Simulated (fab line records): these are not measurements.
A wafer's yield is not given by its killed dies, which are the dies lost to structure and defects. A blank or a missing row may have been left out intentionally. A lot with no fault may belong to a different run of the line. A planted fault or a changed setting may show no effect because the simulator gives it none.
The tool behind it: which one? | flow gf180mcu | 24 lots, 72 wafers sampled, at 5 steps of a route of 602

## WHAT EACH GAUGE READ, for each wafer
GF_CONTACT_THK_MEAS_03. Usual: CONTACT_CVD_02_THK typically reads 857 nm, with standard deviation 11.
lot  | measured     | on           | CONTACT_CVD_02_THK (nm) | flag
L074 | day 15 05:59 | filmMetro-04 | 875 853 869             | 
L075 | day 15 13:40 | filmMetro-01 | 845 858 865             | 
L076 | day 15 22:32 | filmMetro-04 | 838 863 862             | 
L077 | day 16 04:02 | filmMetro-04 | 835 852 868             | 
L078 | day 16 20:49 | filmMetro-03 | 850 849 860             | 
L079 | day 16 20:56 | filmMetro-04 | 842 860 862             | 
L080 | day 17 08:32 | filmMetro-03 | 840 864 871             | 
L081 | day 17 17:28 | filmMetro-03 | 841 845 848             | 
L082 | day 18 00:20 | filmMetro-03 | 842 871 865             | 
L083 | day 18 09:37 | filmMetro-01 | 862 885 870             | 
L084 | day 18 15:38 | filmMetro-03 | 865 866 871             | 
L085 | day 19 01:05 | filmMetro-03 | 863 894 861             | 
L086 | day 19 12:32 | filmMetro-01 | 851 855 857             | 
L087 | day 19 17:54 | filmMetro-04 | 866 852 878             | 
L088 | day 20 04:41 | filmMetro-03 | 849 862 856             | 
L089 | day 21 05:11 | filmMetro-01 | 851 867 849             | 
L090 | day 21 05:34 | filmMetro-03 | 858 857 876             | 
L091 | day 21 21:11 | filmMetro-01 | 852 850 858             | 
L092 | day 21 22:36 | filmMetro-01 | 841 840 862             | 
L093 | day 22 14:39 | filmMetro-01 | 838 856 861             | 
L094 | day 22 15:55 | filmMetro-01 | 853 856 861             | 
L095 | day 23 01:59 | filmMetro-04 | 856 847 844             | 
L096 | day 23 02:58 | filmMetro-01 | 838 856 844             | 
L097 | day 23 16:19 | filmMetro-01 | 846 856 864             | 

GF_V4_THK_MEAS_01. Usual: V4_CVD_00_THK typically reads 602 nm, with standard deviation 6.7.
lot  | measured     | on           | V4_CVD_00_THK (nm) | flag
L074 | day 23 12:21 | filmMetro-03 | 608 607 599        | 
L075 | day 23 18:05 | filmMetro-04 | 608 610 611        | 
L076 | day 24 04:29 | filmMetro-04 | 609 604 603        | 
L077 | day 24 09:29 | filmMetro-03 | 600 597 602        | 
L078 | day 25 01:44 | filmMetro-04 | 608 610 611        | 
L079 | day 25 02:04 | filmMetro-03 | 596 598 599        | 
L080 | day 25 11:41 | filmMetro-03 | 611 611 594        | 
L081 | day 25 23:12 | filmMetro-04 | 612 609 612        | 
L082 | day 26 04:58 | filmMetro-04 | 602 615 605        | 
L083 | day 26 11:31 | filmMetro-01 | 603 597 597        | 
L084 | day 26 18:46 | filmMetro-01 | 601 598 608        | 
L085 | day 27 02:44 | filmMetro-03 | 602 607 608        | 
L086 | day 27 12:28 | filmMetro-01 | 605 610 601        | 
L087 | day 27 16:58 | filmMetro-04 | 606 602 610        | 
L088 | day 28 00:16 | filmMetro-04 | 597 594 595        | 
L089 | day 28 21:12 | filmMetro-03 | 601 605 604        | 
L090 | day 28 23:37 | filmMetro-04 | 606 597 592        | 
L091 | day 29 10:49 | filmMetro-03 | 592 582 596        | 
L092 | day 29 13:14 | filmMetro-03 | 607 602 604        | 
L093 | day 30 00:10 | filmMetro-04 | 590 597 591        | 
L094 | day 30 01:50 | filmMetro-01 | 607 599 617        | 
L095 | day 30 08:25 | filmMetro-01 | 592 602 605        | 
L096 | day 30 12:05 | filmMetro-01 | 592 597 594        | 
L097 | day 30 19:56 | filmMetro-04 | 608 600 611        | 

GF_V5_THK_MEAS_01. Usual: V5_CVD_00_THK typically reads 301.9 nm, with standard deviation 2.7.
lot  | measured     | on           | V5_CVD_00_THK (nm) | flag
L074 | day 26 08:06 | filmMetro-02 | 302.5 304.2 300.9  | 
L075 | day 26 14:38 | filmMetro-02 | 302.8 299.6 304.2  | 
L076 | day 26 23:32 | filmMetro-01 | 304.7 304.8 301.9  | 
L077 | day 27 03:22 | filmMetro-02 | 306.4 302.7 305.5  | 
L078 | day 27 19:38 | filmMetro-02 | 297.4 298.3 301.2  | 
L079 | day 27 20:17 | filmMetro-02 | 298.7 301.3 299.8  | 
L080 | day 28 03:43 | filmMetro-03 | 301.0 297.4 300.7  | 
L081 | day 28 17:21 | filmMetro-02 | 300.3 302.8 305.8  | 
L082 | day 28 20:07 | filmMetro-01 | 305.5 306.4 305.4  | 
L083 | day 29 01:47 | filmMetro-02 | 298.3 300.0 301.6  | 
L084 | day 29 09:29 | filmMetro-02 | 302.6 300.0 303.1  | 
L085 | day 29 16:51 | filmMetro-03 | 300.5 299.1 304.3  | 
L086 | day 30 06:13 | filmMetro-02 | 305.3 304.6 304.4  | 
L087 | day 30 06:25 | filmMetro-01 | 302.0 301.5 296.6  | 
L088 | day 30 11:29 | filmMetro-02 | 306.4 301.4 304.4  | 
L089 | day 31 08:46 | filmMetro-02 | 297.1 301.6 302.6  | 
L090 | day 31 10:26 | filmMetro-02 | 300.4 300.2 301.7  | 
L091 | day 31 20:42 | filmMetro-01 | 304.6 301.6 300.7  | 
L092 | day 31 23:31 | filmMetro-02 | 304.2 305.0 300.3  | 
L093 | day 32 08:07 | filmMetro-03 | 303.5 303.0 312.6  | 
L094 | day 32 09:17 | filmMetro-03 | 298.0 300.9 298.8  | 
L095 | day 32 16:08 | filmMetro-01 | 304.1 302.6 298.9  | 
L096 | day 32 19:07 | filmMetro-03 | 302.7 301.5 300.3  | 
L097 | day 33 02:08 | filmMetro-03 | 304.4 302.4 305.7  | 

## WHAT TOOL EACH LOT RAN ON (gives the tool, then ch and the chambers of the sampled wafers, and finally the start)
lot  | GF_V3_SPUTTER_22            | GF_M4_SPUTTER_03
L074 | pvdSputter-04, day 22 12:01 | pvdSputter-02, day 22 12:48
L075 | pvdSputter-01, day 22 17:31 | pvdSputter-02, day 22 18:19
L076 | pvdSputter-02, day 23 04:41 | pvdSputter-02, day 23 05:28
L077 | pvdSputter-04, day 23 08:45 | pvdSputter-02, day 23 09:32
L078 | pvdSputter-01, day 24 01:49 | pvdSputter-03, day 24 02:36
L079 | pvdSputter-04, day 24 02:29 | pvdSputter-04, day 24 03:16
L080 | pvdSputter-01, day 24 12:29 | pvdSputter-04, day 24 13:17
L081 | pvdSputter-04, day 24 23:25 | pvdSputter-03, day 25 00:32
L082 | pvdSputter-04, day 25 06:10 | pvdSputter-02, day 25 06:58
L083 | pvdSputter-02, day 25 12:54 | pvdSputter-03, day 25 13:41
L084 | pvdSputter-04, day 25 20:10 | pvdSputter-02, day 25 21:04
L085 | pvdSputter-04, day 26 04:48 | pvdSputter-03, day 26 05:35
L086 | pvdSputter-02, day 26 14:13 | pvdSputter-04, day 26 15:01
L087 | pvdSputter-04, day 26 19:28 | pvdSputter-02, day 26 20:16
L088 | pvdSputter-02, day 27 03:01 | pvdSputter-04, day 27 03:49
L089 | pvdSputter-04, day 27 23:55 | pvdSputter-02, day 28 00:43
L090 | pvdSputter-02, day 28 01:56 | pvdSputter-04, day 28 02:44
L091 | pvdSputter-04, day 28 14:43 | pvdSputter-04, day 28 15:31
L092 | pvdSputter-01, day 28 16:14 | pvdSputter-03, day 28 17:20
L093 | pvdSputter-02, day 29 03:09 | pvdSputter-03, day 29 03:56
L094 | pvdSputter-02, day 29 05:44 | pvdSputter-04, day 29 06:31
L095 | pvdSputter-01, day 29 12:18 | pvdSputter-03, day 29 13:06
L096 | pvdSputter-01, day 29 16:12 | pvdSputter-03, day 29 16:59
L097 | pvdSputter-02, day 30 01:02 | pvdSputter-04, day 30 01:49
- GF_V3_SPUTTER_22: material TiN, target thk 10 nm, time 40 s.
- GF_M4_SPUTTER_03: material Ti, target thk 10 nm, time 6.7 s.

## AS READ BY THE TOOLS THEMSELVES (means over the sampled wafers that have a number; for cases with no such wafer, the mark the record gives instead)
GF_V3_SPUTTER_22. Usual: throttleValvePct reads 30.1 % (standard deviation 1.1).
lot  | tool          | throttleValvePct (%) | flag
L074 | pvdSputter-04 | 30.7                 | 
L075 | pvdSputter-01 | 30.3                 | 
L076 | pvdSputter-02 | 31.1                 | 
L077 | pvdSputter-04 | 30.2                 | 
L078 | pvdSputter-01 | 30.5                 | 
L079 | pvdSputter-04 | 30.3                 | 
L080 | pvdSputter-01 | 30.3                 | 
L081 | pvdSputter-04 | 29.8                 | 
L082 | pvdSputter-04 | 30.5                 | 
L083 | pvdSputter-02 | 29.6                 | 
L084 | pvdSputter-04 | 30.7                 | 
L085 | pvdSputter-04 | 30.0                 | 
L086 | pvdSputter-02 | 30.5                 | 
L087 | pvdSputter-04 | 30.9                 | 
L088 | pvdSputter-02 | 28.0                 | 
L089 | pvdSputter-04 | 30.4                 | 
L090 | pvdSputter-02 | 31.2                 | 
L091 | pvdSputter-04 | 30.3                 | 
L092 | pvdSputter-01 | 30.2                 | 
L093 | pvdSputter-02 | 30.0                 | 
L094 | pvdSputter-02 | 30.2                 | 
L095 | pvdSputter-01 | 30.4                 | 
L096 | pvdSputter-01 | 30.1                 | 
L097 | pvdSputter-02 | 30.7                 | 

GF_M4_SPUTTER_03. Usual: throttleValvePct reads 30.0 % (standard deviation 1.1).
lot  | tool          | throttleValvePct (%) | flag
L074 | pvdSputter-02 | 30.1                 | 
L075 | pvdSputter-02 | 30.6                 | 
L076 | pvdSputter-02 | 30.4                 | 
L077 | pvdSputter-02 | 28.2                 | 
L078 | pvdSputter-03 | 30.0                 | 
L079 | pvdSputter-04 | 30.2                 | 
L080 | pvdSputter-04 | 30.3                 | 
L081 | pvdSputter-03 | 30.6                 | 
L082 | pvdSputter-02 | 29.7                 | 
L083 | pvdSputter-03 | 30.2                 | 
L084 | pvdSputter-02 | 29.5                 | 
L085 | pvdSputter-03 | 29.5                 | 
L086 | pvdSputter-04 | 29.9                 | 
L087 | pvdSputter-02 | 30.7                 | 
L088 | pvdSputter-04 | 29.8                 | 
L089 | pvdSputter-02 | 29.8                 | 
L090 | pvdSputter-04 | 30.2                 | 
L091 | pvdSputter-04 | 29.6                 | 
L092 | pvdSputter-03 | 29.6                 | 
L093 | pvdSputter-03 | 29.5                 | 
L094 | pvdSputter-04 | 30.5                 | 
L095 | pvdSputter-03 | 30.1                 | 
L096 | pvdSputter-03 | 30.2                 | 
L097 | pvdSputter-04 | 30.4                 | 

## THE ANSWER, worked out from the rows above alone
Rule: lot off if the mean of its wafers having a number is beyond 3 standard deviations from the usual mean. Also off: a lot with no number at a reading for which 4 or more lots have one. Any other lot the step has rows for is counted as sound. First the gauges in route order, then the tools' own readings, where a lot's mean is used as printed above. The first step at which some lot is off is used, and at that step the reading that is off furthest; a lot without a number counts as furthest.
None of the lots is off at any reading shown; this tells nothing.

## WHAT WAS PUT IN BY THE SIMULATOR
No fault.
